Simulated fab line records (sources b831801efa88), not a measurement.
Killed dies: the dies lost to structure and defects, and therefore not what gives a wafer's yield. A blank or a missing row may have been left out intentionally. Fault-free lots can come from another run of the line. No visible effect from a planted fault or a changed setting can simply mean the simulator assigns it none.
Comparing a struck lot with a sound one | flow sky130 | 17 steps out of a route of 708
Sound: these wafers, L843.1, L843.5, L843.6. The struck wafers were L850.1, L850.4, L850.6. The cause comes at the end.
For every step that has rows: the tool of each side, followed by ch and its chambers, followed by its first start. Under that, the readings that differ: sound wafers | struck wafers | difference of the means | sigmas: that difference in standard deviations of wafers without a fault.
alike: same words and numbers on both sides, and readings whose means sit less than 2 such deviations apart. not compared: any withheld reading, any reading some wafer has no value for, any bound like >300 that may hide the same value, and any number with overlapping values for which the record gives no deviation.
The two part at a step that has a row with sigmas, a row that says differs or no value, or rows on one side only. Non-overlapping numbers with no deviation appear without sigmas and do not part them. Lack of a reading on every wafer of one side parts them only where that side has two or more wafers.

SKY_LDD_HVN_OVL_MEAS_07:
  sound on overlay-01, day 22 00:53; struck on overlay-02, day 24 22:55
  alike: LDD_HVN_OVL
after that, 1 step had no rows for these wafers: SKY_LDD_HVN_IMPLANT_08.
SKY_LDD_HVN_STRIP_09: strips in O2/N2.
  sound on plasma_asher-04 ch 0,1, day 22 01:04; struck on plasma_asher-03 ch 0,1, day 24 23:06
  alike: chamber_pressure_mTorr, drypump_motor_current_A, oes_product_au, strip_time_to_endpoint_s
  not compared: rf_hours_counter_h
SKY_LDD_HVN_TW_MEAS_10:
  sound on film_metro-04, day 22 01:10; struck on film_metro-03, day 24 23:12
  alike: LDD_HVN_TW
then, 7 steps without rows for these wafers: SKY_LDD_HVP_DEHYDRATE_00 (time 60 s); SKY_LDD_HVP_HMDS_01 (prime time 60 s); SKY_LDD_HVP_COAT_02 (resist thk 300 nm); SKY_LDD_HVP_SOFTBAKE_03 (time 60 s); SKY_LDD_HVP_EXPOSE_04 (exposes mask HVPTM, target cd 700 nm); SKY_LDD_HVP_PEB_05; SKY_LDD_HVP_DEVELOP_06 (develop time 60 s).
SKY_LDD_HVP_OVL_MEAS_07:
  sound on overlay-02, day 23 07:04; struck on overlay-02, day 26 05:17
  reading          | sound          | struck      | difference | sigmas
  LDD_HVP_OVL (nm) | -2.0 -1.8 -1.3 | 1.3 1.0 1.3 | +2.9       | +2
SKY_LDD_HVP_IMPLANT_08:
  sound on implanter-03 ch 0, day 23 07:06; struck on implanter-02 ch 0, day 26 05:19
  reading            | sound                            | struck                           | difference  | sigmas
  dose_ions_cm2      | 1.7017e+13 1.7019e+13 1.6983e+13 | 1.9187e+13 1.9197e+13 1.9207e+13 | +2.1907e+12 | +99 or more
  faraday_current_uA | 94.6 96.0 97.4                   | 108.0 108.5 110.5                | +13.0       | +7
SKY_LDD_HVP_STRIP_09: strips in O2/N2.
  sound on plasma_asher-03 ch 0,1, day 23 07:15; struck on plasma_asher-03 ch 0,1, day 26 05:28
  alike: chamber_pressure_mTorr, drypump_motor_current_A, oes_product_au, strip_time_to_endpoint_s
  not compared: rf_hours_counter_h
SKY_LDD_HVP_TW_MEAS_10:
  sound on film_metro-02, day 23 07:21; struck on film_metro-02, day 26 05:34
  reading    | sound       | struck      | difference | sigmas
  LDD_HVP_TW | 463 462 462 | 479 477 478 | +16        | +3
then, 1 step without rows for these wafers: SKY_LDD_LDN_DEHYDRATE_00 (time 60 s).
-- here the record skips 23 days between the struck wafers' starts before and after, leaving off in module LDD_LDN and picking up in module PAD_OPEN (first step shown: number 708 of the route) --
SKY_PAD_OPEN_PROBE_99:
  sound on prober-01, day 47 00:45; struck on prober-01, day 48 22:56
  reading                        | sound          | struck         | difference | sigmas
  model.etest.tip_p_5v.rs_ohm_sq | 2874 2899 2876 | 2628 2638 2628 | -252       |
  alike: killed_at_M0_to_M3, killed_at_M4_up, killed_at_contacts, killed_at_front_end, killed_at_other, killed_dies, killed_on_rim, killed_open, killed_short

== WHERE THEY PART ==
Earliest at SKY_LDD_HVP_OVL_MEAS_07; latest, in this record, at SKY_LDD_HVP_TW_MEAS_10. Later steps at which nothing parts them and some readings are alike: SKY_PAD_OPEN_PROBE_99.

WHY: what had been put in by the simulator
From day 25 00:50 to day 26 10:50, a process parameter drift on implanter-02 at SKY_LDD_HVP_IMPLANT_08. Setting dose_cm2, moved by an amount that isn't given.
